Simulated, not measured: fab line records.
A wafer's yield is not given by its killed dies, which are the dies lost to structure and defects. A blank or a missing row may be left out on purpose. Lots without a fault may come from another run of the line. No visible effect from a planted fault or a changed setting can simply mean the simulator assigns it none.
A lot that was struck, set against a sound lot / flow sfqLine / 14 steps out of a route of 325
Sound: wafers L546.2, L546.4, L546.5. Struck: wafers L550.1, L550.4, L550.6. The cause comes at the end.
Each step with rows lists, per side, the tool, then ch with its chambers, then its first start. Under that, the readings that differ: sound wafers / struck wafers / difference of the means / sigmas: that difference in standard deviations of wafers without a fault.
alike: a reading whose means differ by less than 2 such deviations, as well as words and numbers matching on both sides. not compared: withheld readings; readings where some wafer has no value; bounds like >300 that might hide an equal value; numbers whose values overlap and for which the record gives no deviation.
A row with sigmas, a row that says differs or no value, or rows on one side alone: a step with any of these is where the two part. When numbers do not overlap yet have no deviation, they are printed without sigmas and do not part them. A reading missing from all wafers of one side parts the sides only when that side holds two or more wafers.

first, 6 steps without rows for these wafers: SFQ_TRILAYER_M4_LITHO_COAT_098 (resist thk 62 nm); SFQ_TRILAYER_M4_LITHO_COAT_093 (resist thk 600 nm); SFQ_TRILAYER_M4_LITHO_SOFTBAKE_097; SFQ_TRILAYER_M4_LITHO_EXPOSE_094 (exposes mask M4, target cd 500 nm); SFQ_TRILAYER_M4_LITHO_PEB_096 (peb time 60 s); SFQ_TRILAYER_M4_LITHO_DEVELOP_095 (time 60 s).
SFQ_M4_OVL_MEAS_926:
  sound on overlay-02, day 34 10:07; struck on overlay-01, day 35 09:43
  alike: M4_OVL
SFQ_TRILAYER_M4_BARC_OPEN_METAL_ETCH_123: etches BARC in O2, target depth 125 nm, time 41.7 s.
  sound on rieMetal-04 ch 0,1, day 34 10:08; struck on rieMetal-02 ch 0,1, day 35 09:44
  alike: drypumpMotorCurrentA, oesProductAu
  not compared: rfHoursCounterH
SFQ_TRILAYER_M4_ETCH_METAL_ETCH_096: etches Nb in Cl2/Ar, stops on SiO2, target depth 240 nm, time 120 s.
  sound on rieMetal-04 ch 0,1, day 34 10:12; struck on rieMetal-02 ch 0,1, day 35 09:48
  alike: drypumpMotorCurrentA, oesProductAu
  not compared: rfHoursCounterH
SFQ_TRILAYER_M4_STRIP_STRIP_097: strips in O2.
  sound on rieMetal-04 ch 0,1, day 34 10:19; struck on rieMetal-02 ch 0,1, day 35 09:56
  alike: drypumpMotorCurrentA, oesProductAu
  not compared: rfHoursCounterH
then, 1 step without rows for these wafers: SFQ_TRILAYER_M4_STRIP_SOLV_CLEAN_098 (cleans in NMP, time 600 s).
SFQ_TRILAYER_I4_DEP_PECVD_099: deposits SiO2 from SiH4/N2O, time 111.11 s, target thk 500 nm.
  sound on pecvd-04 ch 0,2, day 34 11:06; struck on pecvd-03 ch 1,2, day 35 10:42
  alike: heaterPowerW, susceptorTempC, throttleValvePct
SFQ_TRILAYER_I4_CMP_CMP_100: polishes SiO2.
  sound on cmp-01 ch 0,1, day 36 06:54; struck on cmp-01 ch 2,3, day 37 09:54
reading=headPressurePsi (psi); sound=3.004 2.988 2.999; struck=3.175 3.174 3.171; difference=+0.176; sigmas=+29
  alike: motorCurrentA, timeToEndpointS
SFQ_I4_BOW_MEAS_927:
  sound on filmMetro-02, day 36 09:55; struck on filmMetro-02, day 37 12:54
reading=I4_BOW (um); sound=-8 -15 -7; struck=22 22 17; difference=+30; sigmas=+3

== WHERE THEY PART ==
Earliest at SFQ_TRILAYER_I4_CMP_CMP_100; latest, in this record, at SFQ_I4_BOW_MEAS_927.

WHY: what had been put in by the simulator
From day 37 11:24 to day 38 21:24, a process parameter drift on cmp-01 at SFQ_TRILAYER_I4_CMP_CMP_100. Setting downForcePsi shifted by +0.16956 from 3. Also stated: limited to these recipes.
